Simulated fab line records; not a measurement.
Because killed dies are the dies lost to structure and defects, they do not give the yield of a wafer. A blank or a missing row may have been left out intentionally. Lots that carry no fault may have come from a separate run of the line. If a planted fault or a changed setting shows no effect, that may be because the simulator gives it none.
Matching of chambers || flow sky130 || 4 sister chambers for SKY_POLY_GATE_ETCH_15 on rie diel-03
The step etches BARC in N2/H2, stops on SiO2, time 118.5 s, target depth 110 nm. 8 wafers are shown with their chamber, then 7 later ones without.

== EACH WAFER AND ITS CHAMBER ==
{"wafer": "L827.4", "chamber": 0, "drypump motor current A (A)": 5.7, "rf fwd power W (W)": 496.1}
{"wafer": "L827.5", "chamber": 1, "drypump motor current A (A)": 5.2, "rf fwd power W (W)": 500.2}
{"wafer": "L832.5", "chamber": 0, "drypump motor current A (A)": 5.6, "rf fwd power W (W)": 498.9}
{"wafer": "L831.1", "chamber": 3, "drypump motor current A (A)": 6.2, "rf fwd power W (W)": 498.4}
{"wafer": "L831.2", "chamber": 2, "drypump motor current A (A)": 5.8, "rf fwd power W (W)": 495.6}
{"wafer": "L831.4", "chamber": 1, "drypump motor current A (A)": 5.2, "rf fwd power W (W)": 499.5}
{"wafer": "L841.1", "chamber": 2, "drypump motor current A (A)": 5.8, "rf fwd power W (W)": 497.7}
{"wafer": "L841.3", "chamber": 3, "drypump motor current A (A)": 6.1, "rf fwd power W (W)": 493.7}

== WAFERS WHOSE CHAMBER IS MISSING ==
{"wafer": "L841.5", "drypump motor current A (A)": 5.1, "rf fwd power W (W)": 497.8}
{"wafer": "L842.2", "drypump motor current A (A)": 6.2, "rf fwd power W (W)": 493.8}
{"wafer": "L842.4", "drypump motor current A (A)": 5.2, "rf fwd power W (W)": 496.8}
{"wafer": "L842.5", "drypump motor current A (A)": 5.2, "rf fwd power W (W)": 497.6}
{"wafer": "L844.2", "drypump motor current A (A)": 6.1, "rf fwd power W (W)": 493.9}
{"wafer": "L844.4", "drypump motor current A (A)": 5.6, "rf fwd power W (W)": 497.2}
{"wafer": "L844.5", "drypump motor current A (A)": 5.2, "rf fwd power W (W)": 498.1}

== THE CHAMBER EACH PASSED THROUGH ==
{"wafer": "L841.5", "from the rows above": 1, "in truth": 1}
{"wafer": "L842.2", "from the rows above": 3, "in truth": 3}
{"wafer": "L842.4", "from the rows above": 1, "in truth": 1}
{"wafer": "L842.5", "from the rows above": 1, "in truth": 1}
{"wafer": "L844.2", "from the rows above": 3, "in truth": 3}
{"wafer": "L844.4", "from the rows above": 0, "in truth": 0}
{"wafer": "L844.5", "from the rows above": 1, "in truth": 1}
Correctly placed: 7 of 7. Number that these rows cannot place: 0. Number placed wrongly: 0.
How it was worked out, from the rows above alone: a wafer's distance from a chamber is the root of the sum, over the readings, of the square of ((its reading less the chamber's mean) divided by the reading's scatter). If the next closest chamber is less than 2 further off than the closest, the wafer can't be placed; otherwise it belongs to the closest. The mean given for a chamber averages the wafers shown for that chamber. How the scatter is found: for the shown wafers, subtract from each reading the mean of its chamber, square and add these, divide the total by (wafers less chambers), then take the root.
